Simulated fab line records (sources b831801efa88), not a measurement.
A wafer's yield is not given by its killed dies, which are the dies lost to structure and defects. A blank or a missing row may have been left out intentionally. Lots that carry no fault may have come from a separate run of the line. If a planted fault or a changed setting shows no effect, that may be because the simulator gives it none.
Which of the tools did it? ; flow sky130 ; Sampling: 13 lots, 39 wafers, 6 of 708 route steps

== WHAT EACH GAUGE READ, for each wafer ==
SKY_LDD_HVN_OVL_MEAS_07.
lot;measured;on;LDD_HVN_OVL (nm)
L496;day 19 16:04;overlay-02;-2.4 -2.3 -3.7
L497;day 20 14:37;overlay-01;-1.3 1.3 -0.3
L498;day 20 17:00;overlay-02;0.0 -0.7 1.3
L499;day 21 23:25;overlay-02;-2.2 -1.7 -2.3
L501;day 23 01:34;overlay-02;-1.5 -0.3 -3.6
L503;day 23 01:17;overlay-02;-1.2 -1.5 -1.6
L509;day 25 03:43;overlay-02;-3.8 -1.8 -2.8
L510;day 25 11:17;overlay-02;-2.3 0.9 0.7
L511;day 25 21:06;overlay-01;0.1 0.3 0.5
L512;day 26 02:10;overlay-02;-0.1 -1.8 -2.3
L513;day 26 12:17;overlay-01;-0.1 -1.4 -0.4
L516;day 27 14:41;overlay-02;0.4 -2.6 0.8
L519;day 28 08:22;overlay-02;-1.9 -1.2 -3.0

SKY_LDD_HVP_OVL_MEAS_07.
lot;measured;on;LDD_HVP_OVL (nm)
L496;day 20 22:40;overlay-01;-1.2 -1.0 -2.4
L497;day 22 00:32;overlay-01;-1.6 1.3 -1.3
L498;day 22 00:40;overlay-02;-2.9 -3.5 -2.9
L499;day 23 05:43;overlay-01;- - -
L501;day 24 08:09;overlay-01;-1.2 -1.1 -1.6
L503;day 24 07:20;overlay-01;-1.9 -3.2 -3.3
L509;day 26 09:45;overlay-01;-2.0 -0.5 -0.5
L510;day 26 16:22;overlay-02;-0.8 -3.4 -1.4
L511;day 27 01:52;overlay-02;-1.1 -1.3 -2.8
L512;day 27 06:49;overlay-01;-1.9 -4.2 -0.2
L513;day 27 17:27;overlay-01;-2.2 0.3 -2.4
L516;day 28 19:10;overlay-02;-4.8 -5.5 -2.7
L519;day 29 12:46;overlay-02;-3.2 -2.3 -1.2

SKY_LDD_HVP_TW_MEAS_10.
lot;measured;on;LDD_HVP_TW
L496;day 20 22:57;filmMetro-01;458 458 454
L497;day 22 00:49;filmMetro-01;455 453 456
L498;day 22 00:56;filmMetro-04;465 464 466
L499;day 23 06:00;filmMetro-02;30 30 30
L501;day 24 08:26;filmMetro-02;460 460 460
L503;day 24 07:38;filmMetro-04;465 465 466
L509;day 26 10:02;filmMetro-04;465 463 463
L510;day 26 16:39;filmMetro-02;455 456 459
L511;day 27 02:09;filmMetro-04;468 465 468
L512;day 27 07:06;filmMetro-01;452 450 454
L513;day 27 17:44;filmMetro-02;463 460 459
L516;day 28 19:28;filmMetro-04;465 462 465
L519;day 29 13:03;filmMetro-04;466 466 466

== WHICH TOOL RAN EACH LOT (tool, then ch and the chambers of the sampled wafers, then the start) ==
lot;SKY_GATE_OXIDE_STRIP_13;SKY_LDD_HVN_STRIP_09;SKY_LDD_HVP_EXPOSE_04
L496;plasmaAsher-01 ch 0,1, day 13 10:46;plasmaAsher-02 ch 0,1, day 19 16:14;ilineStepper-01 ch 0, day 20 08:12
L497;plasmaAsher-01 ch 1, day 13 22:27;plasmaAsher-02 ch 0, day 20 14:47;ilineStepper-02 ch 0, day 21 09:17
L498;plasmaAsher-01 ch 0,1, day 14 05:52;plasmaAsher-02 ch 0,1, day 20 17:11;ilineStepper-02 ch 0, day 21 09:24
L499;plasmaAsher-01 ch 0,1, day 15 03:39;plasmaAsher-02 ch 0,1, day 21 23:38;ilineStepper-01 ch 0, day 22 14:28
L501;plasmaAsher-03 ch 0, day 16 03:49;plasmaAsher-03 ch 1, day 23 01:46;ilineStepper-01 ch 0, day 23 17:11
L503;plasmaAsher-01 ch 0,1, day 16 04:03;plasmaAsher-02 ch 0,1, day 23 01:29;ilineStepper-01 ch 0, day 23 16:31
L509;plasmaAsher-01 ch 0,1, day 18 09:55;plasmaAsher-02 ch 1, day 25 03:55;ilineStepper-02 ch 0, day 25 19:07
L510;plasmaAsher-01 ch 0,1, day 18 16:39;plasmaAsher-04 ch 0,1, day 25 11:29;ilineStepper-01 ch 0, day 26 02:07
L511;plasmaAsher-01 ch 0,1, day 19 01:40;plasmaAsher-03 ch 0,1, day 25 21:17;ilineStepper-02 ch 0, day 26 11:44
L512;plasmaAsher-02 ch 0,1, day 19 12:39;plasmaAsher-02 ch 0,1, day 26 02:20;ilineStepper-02 ch 0, day 26 16:58
L513;plasmaAsher-03 ch 1, day 19 20:27;plasmaAsher-04 ch 0,1, day 26 12:28;ilineStepper-01 ch 0, day 27 03:13
L516;plasmaAsher-03 ch 0,1, day 20 23:36;plasmaAsher-02 ch 0,1, day 27 14:53;ilineStepper-01 ch 0, day 28 05:12
L519;plasmaAsher-01 ch 0,1, day 21 21:34;plasmaAsher-03 ch 0,1, day 28 08:32;ilineStepper-02 ch 0, day 28 23:00
- SKY_GATE_OXIDE_STRIP_13: strips in O2/N2.
- SKY_LDD_HVN_STRIP_09: strips in O2/N2.
- SKY_LDD_HVP_EXPOSE_04: exposes mask HVPTM, target cd 700 nm.

== AS READ BY THE TOOLS THEMSELVES (means over the sampled wafers that have a number; for cases with no such wafer, the mark the record gives instead) ==
SKY_GATE_OXIDE_STRIP_13.
lot;tool;drypumpMotorCurrentA (A);n2FlowSccm (sccm);oesProductAu (a.u.);stripTimeToEndpointS (s)
L496;plasmaAsher-01;5.9;300.5;0.714;14.21
L497;plasmaAsher-01;6.3;300.1;0.719;14.16
L498;plasmaAsher-01;5.5;300.0;0.715;14.15
L499;plasmaAsher-01;5.9;299.8;0.721;14.19
L501;plasmaAsher-03;4.9;300.0;0.712;14.24
L503;plasmaAsher-01;5.9;300.3;0.718;14.22
L509;plasmaAsher-01;5.5;300.2;0.722;14.26
L510;plasmaAsher-01;5.9;299.8;0.714;14.23
L511;plasmaAsher-01;5.9;299.5;0.715;14.23
L512;plasmaAsher-02;5.9;299.0;0.714;14.28
L513;plasmaAsher-03;5.8;300.4;0.715;14.22
L516;plasmaAsher-03;5.1;300.3;0.715;14.17
L519;plasmaAsher-01;5.5;300.3;0.718;14.26

SKY_LDD_HVN_STRIP_09.
lot;tool;drypumpMotorCurrentA (A);n2FlowSccm (sccm);oesProductAu (a.u.);stripTimeToEndpointS (s)
L496;plasmaAsher-02;5.9;299.1;0.404;4.131
L497;plasmaAsher-02;6.0;300.8;0.410;4.157
L498;plasmaAsher-02;5.9;300.4;0.402;4.123
L499;plasmaAsher-02;5.9;300.2;0.408;4.130
L501;plasmaAsher-03;5.8;300.7;0.406;4.099
L503;plasmaAsher-02;5.9;300.6;0.411;4.130
L509;plasmaAsher-02;5.8;300.5;0.406;4.152
L510;plasmaAsher-04;5.7;300.1;0.410;4.125
L511;plasmaAsher-03;5.1;299.6;0.410;4.119
L512;plasmaAsher-02;5.9;300.2;0.406;4.130
L513;plasmaAsher-04;5.3;300.1;0.408;4.140
L516;plasmaAsher-02;5.9;299.4;0.411;4.156
L519;plasmaAsher-03;5.2;300.6;0.406;4.147

== THE ANSWER, worked out from the rows above alone ==
Rule: what is usual is taken from the lots themselves. The widest of any qualifying gaps counts: lots, ordered by their means at a reading, are off when they make up no more than a third of the lots, leave a main group of 4 or more, and stand apart from it by 3 or more times the standard deviation of that group's means. If all means in a main group match to the digits the tables above print for the reading, that group is not used. Also off: a lot with no number at a reading for which 4 or more lots have one. The other lots that the step has rows for count as sound. Order of review: gauges by route order, followed by the tools' own readings, for which a lot's mean as printed above is used. At the first step where some lot is off, the reading lying furthest off is the one used; lots without a number count as furthest.
Off: L499, at SKY_LDD_HVP_OVL_MEAS_07 (LDD_HVP_OVL). Without a number there: L499. For the main group the mean is -2.0 nm and the standard deviation 0.98.
If a tool, at a process step before that reading, ran all the lots that are off and no sound lot after the first of them, it fits. The gauges at SKY_LDD_HVP_OVL_MEAS_07 aren't tried: what is off there is off at SKY_LDD_HVP_TW_MEAS_10 too, on other tools, and a gauge's error can't cause that. Of those tried, none fits.

== WHAT WAS PUT IN BY THE SIMULATOR ==
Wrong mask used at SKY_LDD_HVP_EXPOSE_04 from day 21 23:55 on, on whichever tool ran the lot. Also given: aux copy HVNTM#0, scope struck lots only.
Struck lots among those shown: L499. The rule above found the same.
